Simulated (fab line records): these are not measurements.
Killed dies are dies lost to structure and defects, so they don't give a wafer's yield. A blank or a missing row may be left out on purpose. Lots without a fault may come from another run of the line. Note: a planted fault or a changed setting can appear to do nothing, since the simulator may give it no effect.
fab line records ; flow gf180mcu
[record] lots = 5; wafers = 15; lastDay = 34
route steps=602 shown V4@480 MIM@503
lots that met no fault: from a run of the same line without faults
startH: hours from the record's opening day to when the first of the lot's shown wafers began ; waitH: how many hours have passed since the lot's step before this one ; " identical to the entry in the row above ; L1.1+2: several wafers, shown together as one row ; - no value, or no start given ; * or withheld: withheld ; < > ~ a bound
route shown NAME@n: names a module that has steps shown in the file, with the first one's number in the route ; usual: the fault-free wafers' mean and standard deviation ; same: alike in all rows ; chamber/n: place in a boat ; sites: the reading at each site ; _std_site: the standard deviation of these ; _edge_site: outer sites' mean less inner sites' ; radiusMm: for every site, how far away it sits from the centre of the wafer ; mask NAME#n: copy n ; behind: the most recent tool/chamber to have shaped the wafer ; hold: cause of the lot's hold/its duration in hours/its outcome ; device: whichever transistor did not switch (one of n, p or np) ; end of line: tests run on the same wafers once the route is complete ; where a step has no rows: the recipe by itself ; killed: dies that structure and defects cost at the first sort, which is not the same as the wafer's yield ; map: per-die view of a wafer (x killed, . not killed, _ where there is no die)
set.NAME: setting as actually run; set.NAME@STEP: the setting as run at that earlier step ; model.NAME: the simulator's own value behind a step, which no gauge read
lots at selected steps of the route; one table per step, one row per wafer
services: the hour from which a tool's chamber was out of use, counted from the record's first day as startH (under 0 if before that day), plus the number of hours and why
[[steps]]
[step GF_V4_CMP_04]
[recipe] material = SiO2; downForcePsi = 4; platenRpm = 60; padVelocityMS = 0.94248
[usual] motorCurrentA = 11.8/1.1; platenRpm = 60.00/0.037; timeToEndpointS = 76/5.6
lot.wafer;tool;chamber;startH;waitH;motorCurrentA;platenRpm;timeToEndpointS
L075.4;cmp-02;0;548.20;0.0;13.0;59.96;83
L075.1;cmp-02;1;548.20;0.0;13.3;60.01;63
L075.5;cmp-02;0;548.20;0.0;13.2;60.00;74
L077.2;cmp-02;0;561.76;0.0;12.2;59.95;77
L077.6;cmp-02;0;561.76;0.0;12.9;60.11;84
L077.5;cmp-02;1;561.76;0.0;13.3;59.98;77
L089.1;cmp-02;2;662.14;0.1;10.3;60.02;75
L089.3;cmp-02;0;662.14;0.1;12.3;59.98;78
L089.6;cmp-02;3;662.14;0.1;10.5;60.01;76
L094.2;cmp-01;1;698.87;0.0;12.7;60.04;68
L094.3;cmp-01;3;698.87;0.0;13.0;60.01;76
L094.6;cmp-01;1;698.87;0.0;13.2;59.98;75
L096.2;cmp-02;0;702.68;0.0;12.6;60.02;80
L096.1;cmp-02;1;702.68;0.0;12.8;60.01;78
L096.3;cmp-02;2;702.68;0.0;10.5;60.01;82
[step GF_V4_BOW_MEAS_05]
[recipe] mode = bow
[usual] V4_BOW = 132/8.3
lot.wafer;tool;chamber;startH;waitH;V4_BOW[um]
L075.1;filmMetro-02;-;548.50;0.2;120
L075.4;filmMetro-02;-;548.50;0.2;137
L075.5;filmMetro-02;-;548.50;0.2;124
L077.2;filmMetro-04;-;562.08;0.3;144
L077.5;filmMetro-04;-;562.08;0.3;135
L077.6;filmMetro-04;-;562.08;0.3;133
L089.1;filmMetro-03;-;662.44;0.2;131
L089.3;filmMetro-03;-;662.44;0.2;127
L089.6;filmMetro-03;-;662.44;0.2;117
L094.2;filmMetro-03;-;699.19;0.3;116
L094.3;filmMetro-03;-;699.19;0.3;121
L094.6;filmMetro-03;-;699.19;0.3;129
L096.1;filmMetro-03;-;702.98;0.2;136
L096.2;filmMetro-03;-;702.98;0.2;130
L096.3;filmMetro-03;-;702.98;0.2;131
[step GF_V4_DEHYDRATE_06]
[recipe] tempC = 200; timeS = 60
[usual] plateTempC = 200.02/0.15
[same] timeS = 60
lot.wafer;tool;chamber;startH;waitH;plateTempC
L075.1;lithoTrack-03;0;559.32;10.8;199.97
L075.4;lithoTrack-03;0;559.32;10.8;199.91
L075.5;lithoTrack-03;0;559.32;10.8;200.19
L077.2;lithoTrack-02;0;572.27;10.2;200.12
L077.5;lithoTrack-02;0;572.27;10.2;200.39
L077.6;lithoTrack-02;0;572.27;10.2;200.15
L089.1;lithoTrack-04;0;671.83;9.4;200.07
L089.3;lithoTrack-04;0;671.83;9.4;199.92
L089.6;lithoTrack-04;0;671.83;9.4;199.86
L094.2;lithoTrack-04;0;708.06;8.8;200.01
L094.3;lithoTrack-04;0;708.06;8.8;200.03
L094.6;lithoTrack-04;0;708.06;8.8;199.65
L096.1;lithoTrack-02;0;711.80;8.8;200.09
L096.2;lithoTrack-02;0;711.80;8.8;199.87
L096.3;lithoTrack-02;0;711.80;8.8;200.02
[step GF_V4_HMDS_07]
[recipe] primeTimeS = 60; primeTempC = 120
[same] primeTimeS = 60
lot.wafer;tool;chamber;startH;waitH
L075.1+4+5;lithoTrack-03;0;559.47;0.1
L077.2+5+6;lithoTrack-02;0;572.42;0.1
L089.1+3+6;lithoTrack-04;0;671.98;0.1
L094.2+3+6;lithoTrack-04;0;708.21;0.1
L096.1+2+3;lithoTrack-02;0;711.95;0.1
[step GF_V4_COAT_08]
[recipe] resist = BARC; tempC = withheld; timeS = withheld; spinRpm = withheld; resistThkNm = withheld
lot.wafer;tool;chamber;startH;waitH
L075.1+4+5;lithoTrack-03;0;559.62;0.1
L077.2+5+6;lithoTrack-02;0;572.57;0.1
L089.1+3+6;lithoTrack-04;0;672.13;0.1
L094.2+3+6;lithoTrack-04;0;708.36;0.1
L096.1+2+3;lithoTrack-02;0;712.10;0.1
[step GF_V4_COAT_09]
[recipe] resist = KrF; spinRpm = withheld; resistThkNm = 1000
lot.wafer;tool;chamber;startH;waitH
L075.1+4+5;lithoTrack-03;0;-;-
L077.2+5+6;lithoTrack-02;0;-;-
L089.1+3+6;lithoTrack-04;0;-;-
L094.2+3+6;lithoTrack-04;0;-;-
L096.1+2+3;lithoTrack-02;0;-;-
[step GF_V4_SOFTBAKE_10]
[recipe] tempC = 130; timeS = 60; resist = KrF
[usual] plateTempC = 130.00/0.13
[same] timeS = 60
lot.wafer;tool;chamber;startH;waitH;plateTempC
L075.1;lithoTrack-03;0;-;-;130.08
L075.4;lithoTrack-03;0;-;-;130.39
L075.5;lithoTrack-03;0;-;-;130.17
L077.2;lithoTrack-02;0;-;-;130.01
L077.5;lithoTrack-02;0;-;-;129.71
L077.6;lithoTrack-02;0;-;-;129.89
L089.1;lithoTrack-04;0;-;-;130.01
L089.3;lithoTrack-04;0;-;-;129.99
L089.6;lithoTrack-04;0;-;-;129.86
L094.2;lithoTrack-04;0;-;-;130.21
L094.3;lithoTrack-04;0;-;-;130.18
L094.6;lithoTrack-04;0;-;-;130.01
L096.1;lithoTrack-02;0;-;-;130.19
L096.2;lithoTrack-02;0;-;-;130.13
L096.3;lithoTrack-02;0;-;-;130.22
[step GF_V4_EXPOSE_11]
[recipe] maskId = Via4; targetCdNm = 260; na = 0.68; sourceShape = conventional; sigmaOuter = 0.6; doseMj = 38
[same] sigmaOuter = 0.6
lot.wafer;tool;chamber;startH;waitH;mask
L075.1+4+5;krfScanner-01;0;-;-;Via4#0
L077.2+5+6;krfScanner-01;0;-;-;Via4#0
L089.1+3+6;krfScanner-01;0;-;-;Via4#0
L094.2+3+6;krfScanner-02;0;-;-;Via4#0
L096.1+2+3;krfScanner-01;0;-;-;Via4#0
[step GF_V4_PEB_12]
[recipe] pebTempC = 135; pebTimeS = 90; resist = KrF
[usual] plateTempC = 135.04/0.14
lot.wafer;tool;chamber;startH;waitH;plateTempC
L075.1;lithoTrack-02;0;-;-;134.84
L075.4;lithoTrack-02;0;-;-;134.94
L075.5;lithoTrack-02;0;-;-;134.77
L077.2;lithoTrack-03;0;-;-;135.11
L077.5;lithoTrack-03;0;-;-;135.03
L077.6;lithoTrack-03;0;-;-;135.14
L089.1;lithoTrack-02;0;-;-;135.16
L089.3;lithoTrack-02;0;-;-;135.09
L089.6;lithoTrack-02;0;-;-;135.05
L094.2;lithoTrack-02;0;-;-;135.23
L094.3;lithoTrack-02;0;-;-;135.04
L094.6;lithoTrack-02;0;-;-;135.18
L096.1;lithoTrack-02;0;-;-;135.03
L096.2;lithoTrack-02;0;-;-;135.11
L096.3;lithoTrack-02;0;-;-;135.11
[step GF_V4_DEVELOP_13]
[recipe] developTimeS = 60; resist = KrF; devTempC = 21
[same] developTimeS = 60
lot.wafer;tool;chamber;startH;waitH
L075.1+4+5;lithoTrack-02;0;570.55;0.2
L077.2+5+6;lithoTrack-03;0;583.54;0.2
L089.1+3+6;lithoTrack-02;0;681.70;0.2
L094.2+3+6;lithoTrack-02;0;717.72;0.2
L096.1+2+3;lithoTrack-02;0;721.00;0.2
[step GF_V4_CD_MEAS_14]
[recipe] targetCdNm = 260
[usual] cdNm = 260.2/1.3
lot.wafer;tool;chamber;startH;waitH;cdNm
L075.1;cdSem-02;-;570.70;0.1;259.1
L075.4;cdSem-02;-;570.70;0.1;259.0
L075.5;cdSem-02;-;570.70;0.1;259.6
L077.2;cdSem-01;-;583.69;0.1;260.1
L077.5;cdSem-01;-;583.69;0.1;258.0
L077.6;cdSem-01;-;583.69;0.1;258.7
L089.1;cdSem-02;-;681.85;0.1;258.7
L089.3;cdSem-02;-;681.85;0.1;260.6
L089.6;cdSem-02;-;681.85;0.1;259.5
L094.2;cdSem-01;-;717.87;0.1;258.6
L094.3;cdSem-01;-;717.87;0.1;259.2
L094.6;cdSem-01;-;717.87;0.1;258.7
L096.1;cdSem-02;-;721.15;0.1;262.4
L096.2;cdSem-02;-;721.15;0.1;262.7
L096.3;cdSem-02;-;721.15;0.1;262.5
[step GF_V4_OVL_MEAS_15]
[usual] V4_OVL = 0/4.8
lot.wafer;tool;chamber;startH;waitH;V4_OVL[nm]
L075.1;overlay-01;-;570.82;0.1;3
L075.4;overlay-01;-;570.82;0.1;-3
L075.5;overlay-01;-;570.82;0.1;5
L077.2;overlay-01;-;583.79;0.1;-1
L077.5;overlay-01;-;583.79;0.1;10
L077.6;overlay-01;-;583.79;0.1;0
L089.1;overlay-02;-;681.97;0.1;-5
L089.3;overlay-02;-;681.97;0.1;-6
L089.6;overlay-02;-;681.97;0.1;3
L094.2;overlay-01;-;717.97;0.1;4
L094.3;overlay-01;-;717.97;0.1;2
L094.6;overlay-01;-;717.97;0.1;7
L096.1;overlay-02;-;721.27;0.1;4
L096.2;overlay-02;-;721.27;0.1;-1
L096.3;overlay-02;-;721.27;0.1;6
[step GF_V4_ETCH_16]
[recipe] chemistry = N2/H2; targetDepthA = withheld; overetchA = withheld; timeS = withheld; target = BARC; ionEnergyEv = 200; sourceW = 500; biasW = 100; pressureMtorr = 30; n2FlowSccm = 100; h2FlowSccm = 200
[usual] chamberPressureMTorr = 29.998/0.029; drypumpMotorCurrentA = 5.5/0.42; oesProductAu = 0.855/0.0048; throttleValvePct = 13.225/0.01
lot.wafer;tool;chamber;startH;waitH;chamberPressureMTorr;drypumpMotorCurrentA;oesProductAu;throttleValvePct
L075.1;rieDiel-03;3;570.85;0.0;30.023;5.0;0.856;13.232
L075.4;rieDiel-03;1;570.85;0.0;29.992;5.2;0.862;13.226
L075.5;rieDiel-03;1;570.85;0.0;30.049;5.2;0.848;13.223
L077.2;rieDiel-03;3;583.82;0.0;30.025;5.0;0.854;13.211
L077.5;rieDiel-03;1;583.82;0.0;30.015;5.2;0.853;13.230
L077.6;rieDiel-03;0;583.82;0.0;29.998;5.6;0.850;13.228
L089.1;rieDiel-02;2;682.00;0.0;29.964;5.8;0.854;13.220
L089.3;rieDiel-02;1;682.00;0.0;29.989;4.9;0.851;13.228
L089.6;rieDiel-02;2;682.00;0.0;30.002;5.8;0.850;13.234
L094.2;rieDiel-02;3;718.00;0.0;29.949;6.0;0.852;13.215
L094.3;rieDiel-02;0;718.00;0.0;29.982;5.3;0.847;13.227
L094.6;rieDiel-02;0;718.00;0.0;30.027;5.3;0.855;13.239
L096.1;rieDiel-03;3;721.30;0.0;29.990;5.0;0.856;13.225
L096.2;rieDiel-03;0;721.30;0.0;29.935;5.5;0.849;13.241
L096.3;rieDiel-03;1;721.30;0.0;29.983;5.2;0.855;13.226
[step GF_V4_ETCH_17]
[recipe] chemistry = C4F8/O2/Ar; maskMaterial = KrF; target = SiO2; stopOn = TiN; sourceW = 1500; biasW = 1200; pressureMtorr = 40; c4f8FlowSccm = withheld; O2_flow_sccm = 6; Ar_flow_sccm = 300; timeS = withheld; targetDepthA = 6300
[usual] chamberPressureMTorr = 40.00/0.036; oesProductAu = 0.856/0.0052
lot.wafer;tool;chamber;startH;waitH;chamberPressureMTorr;oesProductAu
L075.1;rieDiel-03;3;-;-;39.99;0.867
L075.4;rieDiel-03;1;-;-;40.02;0.866
L075.5;rieDiel-03;1;-;-;40.06;0.861
L077.2;rieDiel-03;3;-;-;39.98;0.846
L077.5;rieDiel-03;1;-;-;40.05;0.857
L077.6;rieDiel-03;0;-;-;39.98;0.855
L089.1;rieDiel-02;2;-;-;40.00;0.853
L089.3;rieDiel-02;1;-;-;40.00;0.845
L089.6;rieDiel-02;2;-;-;39.94;0.861
L094.2;rieDiel-02;3;-;-;40.03;0.854
L094.3;rieDiel-02;0;-;-;40.05;0.858
L094.6;rieDiel-02;0;-;-;40.01;0.864
L096.1;rieDiel-03;3;-;-;40.06;0.858
L096.2;rieDiel-03;0;-;-;40.04;0.850
L096.3;rieDiel-03;1;-;-;39.98;0.857
[step GF_V4_STRIP_18]
[recipe] chemistry = O2/N2; powerW = 1400; pressureMtorr = 1500; platenTempC = 250; o2FlowSccm = 3000; n2FlowSccm = 300; overashFraction = 0.5
[usual] chamberPressureMTorr = 1500.2/1.3; drypumpMotorCurrentA = 5.7/0.5; heaterPowerW = 335/28; oesProductAu = 0.592/0.0046
lot.wafer;tool;chamber;startH;waitH;chamberPressureMTorr;drypumpMotorCurrentA;heaterPowerW;oesProductAu;rfHoursCounterH
L075.1;plasmaAsher-03;1;570.98;-;1498.4;6.2;357;0.596;98
L075.4;plasmaAsher-03;1;570.98;-;1500.8;6.2;336;0.594;-
L075.5;plasmaAsher-03;0;570.98;-;1498.5;5.1;281;0.589;-
L077.2;plasmaAsher-01;0;583.95;-;1499.5;4.9;360;0.596;77
L077.5;plasmaAsher-01;0;583.95;-;1500.2;4.9;368;0.595;-
L077.6;plasmaAsher-01;1;583.95;-;1501.6;5.8;336;0.601;-
L089.1;plasmaAsher-01;1;682.13;-;1498.8;5.8;335;0.594;88
L089.3;plasmaAsher-01;1;682.13;-;1499.3;5.8;337;0.592;-
L089.6;plasmaAsher-01;0;682.13;-;1499.3;4.9;366;0.596;-
L094.2;plasmaAsher-01;1;718.13;-;1501.1;5.8;340;0.598;92
L094.3;plasmaAsher-01;0;718.13;-;1498.9;4.9;357;0.600;-
L094.6;plasmaAsher-01;0;718.13;-;1500.0;4.9;364;0.589;-
L096.1;plasmaAsher-01;0;721.43;-;1500.1;4.9;355;0.591;92
L096.2;plasmaAsher-01;1;721.43;-;1501.2;5.8;326;0.592;92
L096.3;plasmaAsher-01;1;721.43;-;1498.1;5.8;336;0.594;-
[step GF_V4_STRIP_19]
[recipe] chemistry = postEtchResidueRemover; timeS = 1200; tempC = 72.5
[same] timeS = 1200
lot.wafer;tool;chamber;startH;waitH
L075.1+4+5;wetBench-01;3;571.08;0.1
L077.2+5+6;wetBench-04;0;584.05;0.1
L089.1+3+6;wetBench-04;3;682.23;0.1
L094.2+3+6;wetBench-04;3;718.23;0.1
L096.1+2+3;wetBench-04;0;721.53;0.1
[step GF_V4_CLEAN_20]
[recipe] chemistry = DIW; dry = n2Spin
lot.wafer;tool;chamber;startH;waitH
L075.1+4+5;wetBench-04;3;571.42;0.0
L077.2+5+6;wetBench-03;3;584.39;0.0
L089.1+3+6;wetBench-03;2;682.60;0.0
L094.2+3+6;wetBench-01;2;718.57;0.0
L096.1+2+3;wetBench-01;3;721.90;0.0
[step GF_V4_SPUTTER_21]
[recipe] material = Ti; targetThkNm = 15; chamberPressurePa = 5; powerW = 2500; substrateTempC = 200; timeS = 80.02
[usual] throttleValvePct = 30.1/0.85
[same] timeS = 80.02
lot.wafer;tool;chamber;startH;waitH;throttleValvePct
L075.1;pvdSputter-03;-;571.52;0.0;30.5
L075.4;pvdSputter-03;-;571.52;0.0;29.5
L075.5;pvdSputter-03;-;571.52;0.0;30.4
L077.2;pvdSputter-04;-;584.48;0.0;31.3
L077.5;pvdSputter-04;-;584.48;0.0;30.8
L077.6;pvdSputter-04;-;584.48;0.0;30.9
L089.1;pvdSputter-03;-;682.70;0.0;29.6
L089.3;pvdSputter-03;-;682.70;0.0;29.2
L089.6;pvdSputter-03;-;682.70;0.0;31.8
L094.2;pvdSputter-04;-;718.66;0.0;31.0
L094.3;pvdSputter-04;-;718.66;0.0;30.7
L094.6;pvdSputter-04;-;718.66;0.0;29.6
L096.1;pvdSputter-04;-;722.00;0.0;29.3
L096.2;pvdSputter-04;-;722.00;0.0;31.0
L096.3;pvdSputter-04;-;722.00;0.0;31.0
[step GF_V4_SPUTTER_22]
[recipe] material = TiN; targetThkNm = 10; chamberPressurePa = 5; powerW = 4000; timeS = 40
[usual] throttleValvePct = 30.1/0.81
[same] timeS = 40
lot.wafer;tool;chamber;startH;waitH;throttleValvePct
L075.1;pvdSputter-03;-;571.58;0.0;30.2
L075.4;pvdSputter-03;-;571.58;0.0;29.5
L075.5;pvdSputter-03;-;571.58;0.0;30.3
L077.2;pvdSputter-04;-;584.55;0.0;30.7
L077.5;pvdSputter-04;-;584.55;0.0;31.1
L077.6;pvdSputter-04;-;584.55;0.0;30.8
L089.1;pvdSputter-03;-;682.76;0.0;29.4
L089.3;pvdSputter-03;-;682.76;0.0;29.0
L089.6;pvdSputter-03;-;682.76;0.0;31.7
L094.2;pvdSputter-04;-;718.73;0.0;31.0
L094.3;pvdSputter-04;-;718.73;0.0;31.0
L094.6;pvdSputter-04;-;718.73;0.0;29.7
L096.1;pvdSputter-04;-;722.06;0.0;29.3
L096.2;pvdSputter-04;-;722.06;0.0;30.7
L096.3;pvdSputter-04;-;722.06;0.0;31.1
[step GF_V4_CVD_23]
[recipe] material = W; targetThkNm = 350; timeS = 104.9; tempC = 400; pressureTorr = 40
[usual] heaterPowerW = 873/88
[same] timeS = 104.9
lot.wafer;tool;chamber;startH;waitH;heaterPowerW
L075.1;cvdW-01;0;571.62;0.0;859
L075.4;cvdW-01;1;571.62;0.0;727
L075.5;cvdW-01;1;571.62;0.0;720
L077.2;cvdW-01;0;584.58;0.0;868
L077.5;cvdW-01;1;584.58;0.0;732
L077.6;cvdW-01;0;584.58;0.0;895
L089.1;cvdW-02;1;682.80;0.0;836
L089.3;cvdW-02;0;682.80;0.0;940
L089.6;cvdW-02;1;682.80;0.0;873
L094.2;cvdW-02;0;718.76;0.0;993
L094.3;cvdW-02;1;718.76;0.0;875
L094.6;cvdW-02;1;718.76;0.0;873
L096.1;cvdW-01;0;722.10;0.0;892
L096.2;cvdW-01;1;722.10;0.0;726
L096.3;cvdW-01;1;722.10;0.0;738
[step GF_V4_RS_MEAS_24]
[recipe] thkMeasGauge = four-point-probe; reads = W_of_V4_CVD_23+TiN_of_V4_SPUTTER_22+Ti_of_V4_SPUTTER_21
[usual] V4_W_RS = 0.327/0.0039
lot.wafer;tool;chamber;startH;waitH;V4_W_RS[ohm/sq]
L075.1;filmMetro-04;-;571.73;0.1;0.326
L075.4;filmMetro-04;-;571.73;0.1;0.333
L075.5;filmMetro-04;-;571.73;0.1;0.330
L077.2;filmMetro-02;-;584.72;0.1;0.328
L077.5;filmMetro-02;-;584.72;0.1;0.330
L077.6;filmMetro-02;-;584.72;0.1;0.326
L089.1;filmMetro-03;-;682.91;0.1;0.334
L089.3;filmMetro-03;-;682.91;0.1;0.324
L089.6;filmMetro-03;-;682.91;0.1;0.329
L094.2;filmMetro-02;-;718.90;0.1;0.324
L094.3;filmMetro-02;-;718.90;0.1;0.331
L094.6;filmMetro-02;-;718.90;0.1;0.328
L096.1;filmMetro-04;-;722.21;0.1;0.329
L096.2;filmMetro-04;-;722.21;0.1;0.322
L096.3;filmMetro-04;-;722.21;0.1;0.326
[step GF_V4_THK_MEAS_25]
[recipe] thkMeasGauge = xrf; reads = W_of_V4_CVD_23
[usual] V4_W_THK = 353/4.5
lot.wafer;tool;chamber;startH;waitH;V4_W_THK[nm]
L075.1;filmMetro-04;-;571.85;0.1;352
L075.4;filmMetro-04;-;571.85;0.1;343
L075.5;filmMetro-04;-;571.85;0.1;346
L077.2;filmMetro-02;-;584.83;0.1;351
L077.5;filmMetro-02;-;584.83;0.1;350
L077.6;filmMetro-02;-;584.83;0.1;357
L089.1;filmMetro-03;-;683.03;0.1;347
L089.3;filmMetro-03;-;683.03;0.1;357
L089.6;filmMetro-03;-;683.03;0.1;352
L094.2;filmMetro-02;-;719.01;0.1;359
L094.3;filmMetro-02;-;719.01;0.1;350
L094.6;filmMetro-02;-;719.01;0.1;355
L096.1;filmMetro-04;-;722.33;0.1;348
L096.2;filmMetro-04;-;722.33;0.1;354
L096.3;filmMetro-04;-;722.33;0.1;353
[step GF_V4_CMP_26]
[recipe] stopOn = SiO2; downForcePsi = 3.5; platenRpm = 60; tOverpolishS = 15; targetThkNm = 0; padVelocityMS = 0.94248
[usual] motorCurrentA = 10.8/1; overpolishRunS = 15.000/0.0097; platenRpm = 60.00/0.039; timeToEndpointS = 83/3.6
lot.wafer;tool;chamber;startH;waitH;motorCurrentA;overpolishRunS;platenRpm;timeToEndpointS
L075.4;cmp-02;2;572.01;0.1;9.6;15.014;59.89;82
L075.1;cmp-02;3;572.01;0.1;9.8;14.988;60.01;78
L075.5;cmp-02;0;572.01;0.1;12.0;15.015;60.02;87
L077.2;cmp-01;1;584.93;0.1;11.0;15.006;59.98;83
L077.5;cmp-01;0;584.93;0.1;10.2;14.987;60.01;86
L077.6;cmp-01;1;584.93;0.1;11.1;14.996;60.03;84
L089.1;cmp-01;0;683.14;0.1;10.5;15.009;60.02;83
L089.3;cmp-01;2;683.14;0.1;10.3;15.006;60.03;84
L089.6;cmp-01;0;683.14;0.1;10.6;15.026;60.05;83
L094.2;cmp-02;2;719.11;0.1;9.4;14.984;60.09;84
L094.3;cmp-02;0;719.11;0.1;11.1;15.000;59.96;90
L094.6;cmp-02;1;719.11;0.1;11.9;15.008;59.98;82
L096.1;cmp-02;2;722.39;0.1;9.3;15.013;59.95;84
L096.3;cmp-02;3;722.39;0.1;9.8;15.002;60.02;83
L096.2;cmp-02;1;722.39;0.1;11.8;14.997;60.02;83
[step GF_MIM_SPUTTER_00]
[recipe] material = Ti; targetThkNm = 37.5; arrivingIonEnergyEv = 80; substrateTempC = 200; chamberPressurePa = 2; powerW = 4000; timeS = 150
[usual] throttleValvePct = 30.5/1.1
[same] timeS = 150
lot.wafer;tool;chamber;startH;waitH;throttleValvePct
L075.1;pvdSputter-01;-;572.21;0.1;31.6
L075.4;pvdSputter-01;-;572.21;0.1;32.6
L075.5;pvdSputter-01;-;572.21;0.1;30.1
L077.2;pvdSputter-03;-;585.18;0.2;29.4
L077.5;pvdSputter-03;-;585.18;0.2;29.3
L077.6;pvdSputter-03;-;585.18;0.2;29.3
L089.1;pvdSputter-03;-;683.39;0.2;31.6
L089.3;pvdSputter-03;-;683.39;0.2;30.1
L089.6;pvdSputter-03;-;683.39;0.2;31.7
L094.2;pvdSputter-01;-;719.36;0.2;30.3
L094.3;pvdSputter-01;-;719.36;0.2;29.7
L094.6;pvdSputter-01;-;719.36;0.2;29.5
L096.1;pvdSputter-01;-;722.69;0.2;29.5
L096.2;pvdSputter-01;-;722.69;0.2;31.8
L096.3;pvdSputter-01;-;722.69;0.2;32.6
[step GF_MIM_SPUTTER_01]
[recipe] material = TiN; targetThkNm = 30; powerW = 6566; timeS = 25; chamberPressurePa = 0.4
[usual] throttleValvePct = 30.5/1.1
[same] timeS = 25
lot.wafer;tool;chamber;startH;waitH;throttleValvePct
L075.1;pvdSputter-01;-;572.31;0.1;32.0
L075.4;pvdSputter-01;-;572.31;0.1;32.8
L075.5;pvdSputter-01;-;572.31;0.1;30.2
L077.2;pvdSputter-03;-;585.28;0.1;29.4
L077.5;pvdSputter-03;-;585.28;0.1;29.8
L077.6;pvdSputter-03;-;585.28;0.1;29.2
L089.1;pvdSputter-03;-;683.49;0.1;31.9
L089.3;pvdSputter-03;-;683.49;0.1;30.2
L089.6;pvdSputter-03;-;683.49;0.1;31.6
L094.2;pvdSputter-01;-;719.46;0.1;30.4
L094.3;pvdSputter-01;-;719.46;0.1;29.7
L094.6;pvdSputter-01;-;719.46;0.1;29.7
L096.1;pvdSputter-01;-;722.79;0.1;29.6
L096.2;pvdSputter-01;-;722.79;0.1;31.5
L096.3;pvdSputter-01;-;722.79;0.1;32.5
[step GF_MIM_SPUTTER_02]
[recipe] material = AlCu; targetThkNm = 450; powerW = 10600; timeS = 23.9; chamberPressurePa = 0.4
[usual] throttleValvePct = 30.5/1.1
[same] timeS = 23.9
lot.wafer;tool;chamber;startH;waitH;throttleValvePct
L075.1;pvdSputter-01;-;572.34;0.0;31.7
L075.4;pvdSputter-01;-;572.34;0.0;32.5
L075.5;pvdSputter-01;-;572.34;0.0;30.1
L077.2;pvdSputter-03;-;585.31;0.0;30.0
L077.5;pvdSputter-03;-;585.31;0.0;29.3
L077.6;pvdSputter-03;-;585.31;0.0;29.3
L089.1;pvdSputter-03;-;683.52;0.0;31.9
L089.3;pvdSputter-03;-;683.52;0.0;30.3
L089.6;pvdSputter-03;-;683.52;0.0;31.8
L094.2;pvdSputter-01;-;719.49;0.0;30.3
L094.3;pvdSputter-01;-;719.49;0.0;29.5
L094.6;pvdSputter-01;-;719.49;0.0;29.6
L096.1;pvdSputter-01;-;722.82;0.0;29.5
L096.2;pvdSputter-01;-;722.82;0.0;31.6
L096.3;pvdSputter-01;-;722.82;0.0;32.5
[step GF_MIM_SPUTTER_03]
[recipe] material = Ti; targetThkNm = 10; substrateTempC = 300; chamberPressurePa = 0.3; powerW = 3000; timeS = 6.7
[usual] throttleValvePct = 30.5/1.1
[same] timeS = 6.7
lot.wafer;tool;chamber;startH;waitH;throttleValvePct
L075.1;pvdSputter-01;-;572.37;0.0;31.7
L075.4;pvdSputter-01;-;572.37;0.0;32.6
L075.5;pvdSputter-01;-;572.37;0.0;30.2
L077.2;pvdSputter-03;-;585.34;0.0;29.7
L077.5;pvdSputter-03;-;585.34;0.0;29.4
L077.6;pvdSputter-03;-;585.34;0.0;29.2
L089.1;pvdSputter-03;-;683.55;0.0;31.7
L089.3;pvdSputter-03;-;683.55;0.0;29.9
L089.6;pvdSputter-03;-;683.55;0.0;31.9
L094.2;pvdSputter-01;-;719.52;0.0;30.1
L094.3;pvdSputter-01;-;719.52;0.0;29.8
L094.6;pvdSputter-01;-;719.52;0.0;29.6
L096.1;pvdSputter-01;-;722.85;0.0;29.6
L096.2;pvdSputter-01;-;722.85;0.0;31.9
L096.3;pvdSputter-01;-;722.85;0.0;32.8
[step GF_MIM_SPUTTER_04]
[recipe] material = TiN; targetThkNm = 50; powerW = 6500; timeS = 41.7; chamberPressurePa = 0.4
[usual] throttleValvePct = 30.5/1.1
[same] timeS = 41.7
lot.wafer;tool;chamber;startH;waitH;throttleValvePct
L075.1;pvdSputter-01;-;572.39;0.0;31.9
L075.4;pvdSputter-01;-;572.39;0.0;32.6
L075.5;pvdSputter-01;-;572.39;0.0;30.2
L077.2;pvdSputter-03;-;585.36;0.0;29.1
L077.5;pvdSputter-03;-;585.36;0.0;29.7
L077.6;pvdSputter-03;-;585.36;0.0;29.1
L089.1;pvdSputter-03;-;683.57;0.0;31.7
L089.3;pvdSputter-03;-;683.57;0.0;30.2
L089.6;pvdSputter-03;-;683.57;0.0;31.8
L094.2;pvdSputter-01;-;719.54;0.0;30.5
L094.3;pvdSputter-01;-;719.54;0.0;29.5
L094.6;pvdSputter-01;-;719.54;0.0;30.0
L096.1;pvdSputter-01;-;722.87;0.0;29.3
L096.2;pvdSputter-01;-;722.87;0.0;32.0
L096.3;pvdSputter-01;-;722.87;0.0;32.5
[[services]]
tool;chamber;startH;hours;kind
rieDiel-03;3;535.83;4.2;repair
krfScanner-01;-;550.66;1.0;pm
rieDiel-02;0;560.25;5.1;repair
plasmaAsher-01;-;566.69;2.2;repair
krfScanner-01;-;567.09;1.3;pm
rieDiel-02;1;571.56;2.8;repair
cmp-02;-;572.55;4.0;pm
pvdSputter-04;-;577.63;2.6;repair
cmp-01;-;579.75;1.1;repair
cmp-02;-;580.83;12.1;pm
krfScanner-01;-;583.30;4.4;pm
krfScanner-01;-;592.04;0.3;repair
krfScanner-01;-;642.02;2.7;repair
cmp-01;-;642.06;2.1;repair
rieDiel-02;0;642.35;2.6;repair
krfScanner-01;-;661.45;0.8;pm
wetBench-04;-;662.96;6.3;repair
cmp-02;-;688.54;10.0;pm
rieDiel-02;-;688.78;2.4;repair
rieDiel-03;0;690.80;1.6;repair
rieDiel-02;2;705.56;12.9;repair
cmp-02;-;707.75;0.5;repair
pvdSputter-01;-;709.74;7.9;repair
krfScanner-01;-;720.00;1.0;pm
[[key]]
fault none
